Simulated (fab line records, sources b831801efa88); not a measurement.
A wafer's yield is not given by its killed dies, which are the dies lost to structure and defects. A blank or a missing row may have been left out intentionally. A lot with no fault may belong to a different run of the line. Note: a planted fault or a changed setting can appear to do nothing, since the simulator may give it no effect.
Matching of chambers :: flow sky130 :: 4 sister chambers for SKY_VIA3_CMP_02 on cmp-01
The step polishes SiO2. 7 wafers are shown with their chamber, then 7 later ones without.

== WAFERS PAIRED WITH THEIR CHAMBERS ==
wafer: L410.4
chamber: 0
motor current A (A): 10.8

wafer: L410.5
chamber: 2
motor current A (A): 9.4

wafer: L411.4
chamber: 0
motor current A (A): 10.6

wafer: L414.2
chamber: 3
motor current A (A): 14.4

wafer: L414.5
chamber: 1
motor current A (A): 12.7

wafer: L416.1
chamber: 3
motor current A (A): 13.5

wafer: L416.3
chamber: 1
motor current A (A): 12.3

== WAFERS MISSING THEIR CHAMBER ==
wafer: L416.5
motor current A (A): 10.9

wafer: L424.2
motor current A (A): 13.3

wafer: L424.4
motor current A (A): 10.7

wafer: L424.5
motor current A (A): 11.8

wafer: L428.2
motor current A (A): 10.6

wafer: L428.3
motor current A (A): 10.7

wafer: L428.6
motor current A (A): 12.6

== WHICH CHAMBER EACH ONE RAN IN ==
wafer: L416.5
from the rows above: 0
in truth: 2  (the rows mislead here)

wafer: L424.2
from the rows above: can't be placed: 3 or 1
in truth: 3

wafer: L424.4
from the rows above: 0
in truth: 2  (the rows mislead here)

wafer: L424.5
from the rows above: can't be placed: 1 or 0
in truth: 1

wafer: L428.2
from the rows above: 0
in truth: 0

wafer: L428.3
from the rows above: 0
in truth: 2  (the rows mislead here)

wafer: L428.6
from the rows above: 1
in truth: 1
2 of 7 placed correctly. Can't be placed from these rows: 2 (the true chamber is among the candidates in 2). Placed wrongly: 3.
How it was worked out, from the rows above alone: a wafer's distance from a chamber is the root of the sum, over the readings, of the square of ((its reading less the chamber's mean) divided by the reading's scatter). The wafer belongs to the nearest chamber; if the next one is less than 2 further off, it can't be placed. Each chamber's mean is taken over the wafers shown for it. The scatter: take each reading less its chamber's mean, square it, sum over the shown wafers, divide by the number of wafers less the number of chambers, and take the root.
